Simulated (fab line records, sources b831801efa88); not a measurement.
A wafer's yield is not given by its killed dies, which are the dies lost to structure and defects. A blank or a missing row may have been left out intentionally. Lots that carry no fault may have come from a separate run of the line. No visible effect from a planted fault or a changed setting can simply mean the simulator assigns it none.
A lot that was struck, set against a sound lot | flow sky130 | 19 out of 708 route steps
Sound: these wafers, L468.1, L468.3, L468.6. Struck: wafers L473.1, L473.2, L473.3. Last of all comes the cause.
Order at every step that has rows: each side's tool, ch and its chambers, its first start. Under that, the readings that differ: sound wafers | struck wafers | difference of the means | sigmas: that difference in standard deviations of wafers without a fault.
alike: a reading whose means differ by less than 2 such deviations, as well as words and numbers matching on both sides. not compared: withheld readings; readings where some wafer has no value; bounds like >300 that might hide an equal value; numbers whose values overlap and for which the record gives no deviation.
Wherever a step has rows on one side only, a row that says differs or no value, or a row with sigmas, the two part there. Numbers that don't overlap but have no deviation are shown without sigmas and don't part them. A reading that every wafer of one side lacks parts them only if that side has two wafers or more.

first, 4 steps without rows for these wafers: SKY_METAL2_STRIP_21 (strips in post etch residue remover, time 1200 s); SKY_METAL2_CLEAN_22 (cleans in IPA, time 180 s); SKY_METAL2_CLEAN_23 (cleans in O3/DIW); SKY_VIA2_HDPCVD_00 (deposits SiO2, target thk 1180 nm, time 196.7 s).
SKY_VIA2_THK_MEAS_01:
  sound on film metro-01, day 39 23:59; struck on film metro-03, day 41 09:50
  reading              | sound          | struck         | difference | sigmas
  VIA2_HDPCVD_THK (nm) | 1167 1168 1162 | 1195 1194 1191 | +28        | +3
SKY_VIA2_CMP_02: polishes SiO2.
  sound on cmp-01 ch 1,2, day 40 00:03; struck on cmp-02 ch 1,2,3, day 41 09:54
  alike: motor current A
SKY_VIA2_BOW_MEAS_03:
  sound on film metro-01, day 40 00:21; struck on film metro-03, day 41 10:12
  alike: VIA2_BOW
then, 5 steps without rows for these wafers: SKY_VIA2_DEHYDRATE_04 (time 60 s); SKY_VIA2_HMDS_05 (prime time 60 s); SKY_VIA2_COAT_06 (resist thk 60 nm); SKY_VIA2_COAT_07 (resist thk 450 nm); SKY_VIA2_SOFTBAKE_08 (time 90 s).
SKY_VIA2_EXPOSE_09: exposes mask VIM2, target cd 200 nm.
  sound on krf scanner-02 ch 0, day 40 12:21; struck on krf scanner-02 ch 0, day 41 22:27
  reading                      | sound             | struck            | difference | sigmas
  model.VIA2.overlay x nm (nm) | 2.157 2.157 2.157 | 31.98 31.98 31.98 | +29.82     |
  alike: mask
then, 2 steps without rows for these wafers: SKY_VIA2_PEB_10; SKY_VIA2_DEVELOP_11 (develop time 60 s).
SKY_VIA2_CD_MEAS_12 targets a cd of 200 nm.
  sound on cd sem-02, day 41 00:20; struck on cd sem-02, day 42 09:29
  alike: cd nm
SKY_VIA2_OVL_MEAS_13:
  sound on overlay-01, day 41 00:27; struck on overlay-02, day 42 09:36
  reading       | sound  | struck   | difference | sigmas
  VIA2_OVL (nm) | 1 -2 4 | 35 30 22 | +28        | +6
SKY_VIA2_ETCH_14: etches BARC in N2/H2, stops on SiO2, time 45.9 s, target depth 60 nm.
  sound on rie diel-04 ch 1,2,3, day 41 00:29; struck on rie diel-01 ch 1,2,3, day 42 09:38
  alike: drypump motor current A, oes product au, throttle valve pct
  not compared: rf hours counter h
following that, these wafers have no rows for 1 step: SKY_PAD_OPEN_PROBE_99.

WHERE THEY PART
At SKY_VIA2_THK_MEAS_01 first; at SKY_VIA2_OVL_MEAS_13 last (within this record only). Later steps at which nothing parts them and some readings are alike: SKY_VIA2_ETCH_14.

WHY: whatever the simulator had introduced
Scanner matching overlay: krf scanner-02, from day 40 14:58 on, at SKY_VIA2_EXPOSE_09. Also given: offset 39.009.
